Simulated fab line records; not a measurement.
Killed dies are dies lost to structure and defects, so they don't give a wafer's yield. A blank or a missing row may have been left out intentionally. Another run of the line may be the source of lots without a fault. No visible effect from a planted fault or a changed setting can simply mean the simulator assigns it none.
fab line records | flow sfqLine
record lots=14 | wafers=42 | lastDay=86
route steps=325 shown I1@77
lots that met no fault: from a run of the same line without faults
startH: hours from the record's opening day to when the first of the lot's shown wafers began | waitH: hours elapsed since this lot's preceding step | " unchanged from the row above | L1.1+2: a single row standing in for several wafers | - no value, or no start was given | * or withheld: withheld | < > ~ a bound
route shown NAME@n: names a module that has steps shown in the file, with the first one's number in the route | usual: mean and standard deviation over wafers with no fault | same: alike in all rows | chamber/n: place in a boat | sites: readings site by site | _std_site: standard deviation across them | _edge_site: the outer-site mean with the inner-site mean subtracted | radiusMm: for every site, how far away it sits from the centre of the wafer | mask NAME#n: copy n | behind: the last tool/chamber to shape the wafer | hold: reason for holding the lot/hours on hold/outcome of the hold | device: names the non-switching transistor (n, p or np) | end of line: the route-end tests of the same wafers | for a step that has no rows: nothing shown but its recipe | killed: the dies lost at the first sort to structure and to defects; this is not the yield of the wafer | map: a wafer's dies, x killed, . not, _ none there
set.NAME: the setting that was run; set.NAME@STEP: the one run at that earlier step | model.NAME: the simulator's own value behind a step, which no gauge read
one table for each step of the route and one row for each wafer, over a sample of lots
services: when a tool's chamber went out of use (startH, in hours from the record's first day, below 0 if earlier), for how many hours, and the reason
## steps
# step SFQ_TRILAYER_I1_VIA_LITHO_COAT_054
# recipe resist=BARC | spinRpm=3000 | resistThkNm=62
# usual chillPlateTempC=23.00/0.13
lot.wafer | tool          | chamber | startH | waitH | chillPlateTempC
L664.1    | lithoTrack-02 | 0       | 503.69 | 1.0   | 23.15
L664.2    | "             | 0       | "      | "     | 22.99
L664.3    | "             | 0       | "      | "     | 22.96
L666.1    | lithoTrack-01 | 0       | 549.66 | 1.0   | 23.06
L666.2    | "             | 0       | "      | "     | 23.00
L666.4    | "             | 0       | "      | "     | 22.84
L668.1    | lithoTrack-01 | 0       | 580.32 | 1.0   | 23.08
L668.2    | "             | 0       | "      | "     | 22.97
L668.5    | "             | 0       | "      | "     | 22.92
L669.1    | lithoTrack-02 | 0       | 591.66 | 1.0   | 23.13
L669.3    | "             | 0       | "      | "     | 23.15
L669.4    | "             | 0       | "      | "     | 23.03
L678.3    | lithoTrack-02 | 0       | 684.18 | 0.7   | 23.11
L678.4    | "             | 0       | "      | "     | 23.06
L678.6    | "             | 0       | "      | "     | 22.98
L679.2    | lithoTrack-02 | 0       | 693.13 | 0.8   | 22.93
L679.4    | "             | 0       | "      | "     | 22.84
L679.6    | "             | 0       | "      | "     | 23.06
L680.2    | lithoTrack-03 | 0       | 695.73 | 0.8   | 22.87
L680.3    | "             | 0       | "      | "     | 22.93
L680.5    | "             | 0       | "      | "     | 23.03
L681.2    | lithoTrack-01 | 0       | 701.73 | 0.8   | 23.08
L681.4    | "             | 0       | "      | "     | 23.09
L681.6    | "             | 0       | "      | "     | 23.02
L682.1    | lithoTrack-03 | 0       | 702.08 | 1.0   | 23.00
L682.2    | "             | 0       | "      | "     | 23.14
L682.3    | "             | 0       | "      | "     | 22.88
L683.3    | lithoTrack-03 | 0       | 748.06 | 0.7   | 23.06
L683.4    | "             | 0       | "      | "     | 23.01
L683.6    | "             | 0       | "      | "     | 23.01
L684.1    | lithoTrack-03 | 0       | 781.44 | 1.0   | 22.90
L684.2    | "             | 0       | "      | "     | 22.90
L684.5    | "             | 0       | "      | "     | 22.93
L685.1    | lithoTrack-01 | 0       | 787.44 | 1.0   | 23.02
L685.2    | "             | 0       | "      | "     | 23.02
L685.3    | "             | 0       | "      | "     | 23.18
L686.2    | lithoTrack-02 | 0       | 794.94 | 0.8   | 22.97
L686.4    | "             | 0       | "      | "     | 23.12
L686.5    | "             | 0       | "      | "     | 23.17
L687.2    | lithoTrack-03 | 0       | 802.49 | 0.8   | 22.98
L687.3    | "             | 0       | "      | "     | 22.94
L687.6    | "             | 0       | "      | "     | 22.98
# step SFQ_TRILAYER_I1_VIA_BARC_OPEN_VIA_ETCH_071
# recipe maskMaterial=PR | chemistry=O2 | targetDepthNm=125 | target=BARC | sourceW=500 | biasW=80 | pressureMtorr=30 | timeS=41.7
# usual drypumpMotorCurrentA=5.56/0.24 | oesProductAu=0.685/0.0052
# same timeS=41.7
lot.wafer | tool       | chamber | startH | waitH | drypumpMotorCurrentA | oesProductAu | rfHoursCounterH
L664.1    | rieDiel-02 | 0       | 644.06 | 0.0   | 5.47                 | 0.687        | 6
L664.2    | "          | 3       | "      | "     | 5.75                 | 0.682        | 5
L664.3    | "          | 1       | "      | "     | 5.76                 | 0.683        | 4
L666.1    | rieDiel-02 | 0       | 646.46 | 0.0   | 5.45                 | 0.673        | 6
L666.2    | "          | 2       | "      | "     | 5.52                 | 0.688        | 1
L666.4    | "          | 3       | "      | "     | 5.79                 | 0.683        | 5
L668.1    | rieDiel-02 | 0       | 648.86 | 0.0   | 5.52                 | 0.689        | 7
L668.2    | "          | 2       | "      | "     | 5.55                 | 0.690        | 1
L668.5    | "          | 3       | "      | "     | 5.77                 | 0.686        | -
L669.1    | rieDiel-04 | 3       | 650.06 | 0.0   | 5.37                 | 0.685        | 3
L669.3    | "          | 2       | "      | "     | 5.22                 | 0.676        | 4
L669.4    | "          | 0       | "      | "     | 5.82                 | 0.692        | 71
L678.3    | rieDiel-01 | 3       | 831.27 | 0.0   | 5.68                 | 0.739        | 13
L678.4    | "          | 1       | "      | "     | 5.55                 | 0.736        | 2
L678.6    | "          | 2       | "      | "     | 5.42                 | 0.729        | -
L679.2    | rieDiel-01 | 2       | 840.87 | 0.0   | 5.41                 | 0.733        | 5
L679.4    | "          | 0       | "      | "     | 5.09                 | 0.738        | 3
L679.6    | "          | 2       | "      | "     | 5.42                 | 0.739        | -
L680.2    | rieDiel-04 | 0       | 843.66 | 0.0   | 5.85                 | 0.683        | 2
L680.3    | "          | 3       | "      | "     | 5.39                 | 0.681        | 6
L680.5    | "          | 0       | "      | "     | 5.84                 | 0.675        | -
L681.2    | rieDiel-01 | 0       | 848.46 | 0.0   | 5.13                 | 0.692        | 3
L681.4    | "          | 1       | "      | "     | 5.54                 | 0.689        | 2
L681.6    | "          | 1       | "      | "     | 5.55                 | 0.681        | -
L682.1    | rieDiel-04 | 1       | 849.66 | 0.0   | 5.95                 | 0.682        | 10
L682.2    | "          | 0       | "      | "     | 5.81                 | 0.682        | 2
L682.3    | "          | 3       | "      | "     | 5.36                 | 0.684        | 6
L683.3    | rieDiel-01 | 1       | 883.39 | 0.0   | 5.57                 | 0.687        | 2
L683.4    | "          | 2       | "      | "     | 5.42                 | 0.680        | 6
L683.6    | "          | 1       | "      | "     | 5.58                 | 0.688        | -
L684.1    | rieDiel-01 | 1       | 912.39 | 0.0   | 5.56                 | 0.688        | 2
L684.2    | "          | 2       | "      | "     | 5.43                 | 0.686        | 6
L684.5    | "          | 0       | "      | "     | 5.10                 | 0.679        | -
L685.1    | rieDiel-04 | 3       | 917.19 | 0.0   | 5.39                 | 0.681        | 7
L685.2    | "          | 1       | "      | "     | 5.97                 | 0.690        | 11
L685.3    | "          | 0       | "      | "     | 5.81                 | 0.684        | 3
L686.2    | rieDiel-04 | 2       | 927.99 | 0.0   | 5.26                 | 0.682        | 8
L686.4    | "          | 3       | "      | "     | 5.39                 | 0.691        | 7
L686.5    | "          | 2       | "      | "     | 5.22                 | 0.685        | -
L687.2    | rieDiel-02 | 0       | 937.59 | 0.0   | 5.47                 | 0.690        | 11
L687.3    | "          | 2       | "      | "     | 5.51                 | 0.679        | 5
L687.6    | "          | 3       | "      | "     | 5.75                 | 0.675        | -
## services
tool       | chamber | startH | hours | kind
rieDiel-04 | 3       | 498.77 | 2.7   | repair
rieDiel-02 | 2       | 511.69 | 12.7  | repair
rieDiel-01 | 3       | 524.05 | 4.0   | repair
rieDiel-02 | -       | 546.72 | 2.8   | pm
rieDiel-04 | 3       | 550.17 | 23.3  | repair
rieDiel-02 | 3       | 552.27 | 40.7  | repair
rieDiel-04 | 2       | 559.30 | 8.7   | repair
rieDiel-04 | 0       | 559.67 | 9.6   | repair
rieDiel-02 | 1       | 566.85 | 6.0   | repair
rieDiel-02 | 2       | 572.82 | 10.1  | repair
rieDiel-04 | 0       | 573.18 | 9.8   | repair
rieDiel-01 | 0       | 576.52 | 2.7   | repair
rieDiel-01 | 3       | 609.09 | 2.7   | repair
rieDiel-02 | 1       | 676.52 | 4.2   | repair
rieDiel-04 | 0       | 721.72 | 6.0   | repair
rieDiel-04 | 2       | 743.94 | 19.8  | repair
rieDiel-01 | -       | 750.98 | 0.9   | repair
rieDiel-04 | -       | 788.68 | 14.6  | pm
rieDiel-04 | 0       | 814.22 | 2.8   | repair
rieDiel-04 | 2       | 850.39 | 4.6   | repair
rieDiel-04 | 2       | 863.17 | 3.9   | repair
rieDiel-01 | 2       | 896.15 | 7.5   | repair
rieDiel-04 | 2       | 897.39 | 3.7   | repair
rieDiel-01 | 3       | 899.06 | 4.3   | repair
## key
firstSign step=SFQ_TRILAYER_I1_VIA_BARC_OPEN_VIA_ETCH_071 | reading=oesProductAu | direction=up | sigmas=9.8 | usual=0.685 | struck=0.736
effect none on later readings
metAt SFQ_TRILAYER_I1_VIA_LITHO_COAT_054
struckLots L678,L679
onsetBetween 591.66 684.18
fault kind=processParameterDrift | tool=lithoTrack-02 | chamber=- | onsetH=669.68 | steps=SFQ_TRILAYER_I1_VIA_LITHO_COAT_054 | channel=resistThkNm | offset=10.888 | shape=step | endH=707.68 | actsIn=theseRecipesOnly | stated=62
